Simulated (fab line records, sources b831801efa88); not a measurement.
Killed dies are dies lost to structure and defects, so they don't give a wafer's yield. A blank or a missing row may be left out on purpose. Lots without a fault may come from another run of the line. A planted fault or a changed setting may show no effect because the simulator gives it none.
Problem report in the 8D (eight disciplines) form, filled by code | flow sky130 | the parts of the form that need people (team, actions taken, sign-off) are left out

1. THE PROBLEM
developer_temp_C at SKY_METAL2_DEVELOP_14 reads a mean of 21.88 C on 6 wafers of 2 lots; wafers without a fault read 21.01 C with a standard deviation of 0.1. That is +8.6 standard deviations from the usual mean.
The step: develop time 60 s.
First seen on wafer L502.3, day 37 11:00, on litho_track-04. The record holds 36 wafers of 12 lots with a number at this step. Rule for "out", or "out of limits": more than 4 standard deviations from the usual mean. The other wafers with a number count as sound.

2. WHAT IT IS AND WHAT IT IS NOT
question                    | is                     | is not
which readings at this step | developer_temp_C       | -
which lots                  | L502, L504             | L497, L498, L500, L501, L505, L508, L514, L516, L517, L519
which wafers of those lots  | all that have a number | -
read on which tools         | litho_track-04         | litho_track-01, litho_track-02
when                        | from day 37 11:00      | up to then (9 sound wafers); but 21 sound wafers of L501, L505, L508, L514, L516, L517, L519 came after

3. SUSPECTS, AND WHAT RULES EACH OUT
Counting: a tool at a process step up to the reading stays a suspect if it ran every lot that is out and no sound lot after the first of them.
- litho_track-04 at SKY_METAL2_DEVELOP_14 (develop time 60 s): ruled out as a lasting fault. Sound lots L514, L516, L517 ran on it after its first lot that is out, L502 (day 37 11:00).
Left after counting: nothing in the record.

4. THE CAUSE (what the simulator had put in)
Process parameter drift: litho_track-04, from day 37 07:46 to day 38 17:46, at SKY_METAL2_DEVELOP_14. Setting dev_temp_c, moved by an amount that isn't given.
Counting ruled it out, wrongly.

5. THE CHAIN OF EFFECTS, in route order
Each row: a reading whose mean over the struck wafers that have a number lies more than 3 standard deviations from the usual. Only readings for which the record gives a usual standard deviation are gone through. hours: the time from each lot's start at the first step in this table that gives one to its start at this step, as a median over the lots. sigmas: the change in usual standard deviations.
hours | step                  | reading          | usual   | on struck wafers | change | sigmas
0     | SKY_METAL2_DEVELOP_14 | developer_temp_C | 21.01 C | 21.88            | +0.86  | +8.6
The process steps in it:
- SKY_METAL2_DEVELOP_14: develop time 60 s.

6. WHAT WOULD HAVE CAUGHT IT SOONER
In this record the first reading out of limits was taken at day 37 11:00, 3 hours after the fault began at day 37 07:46.
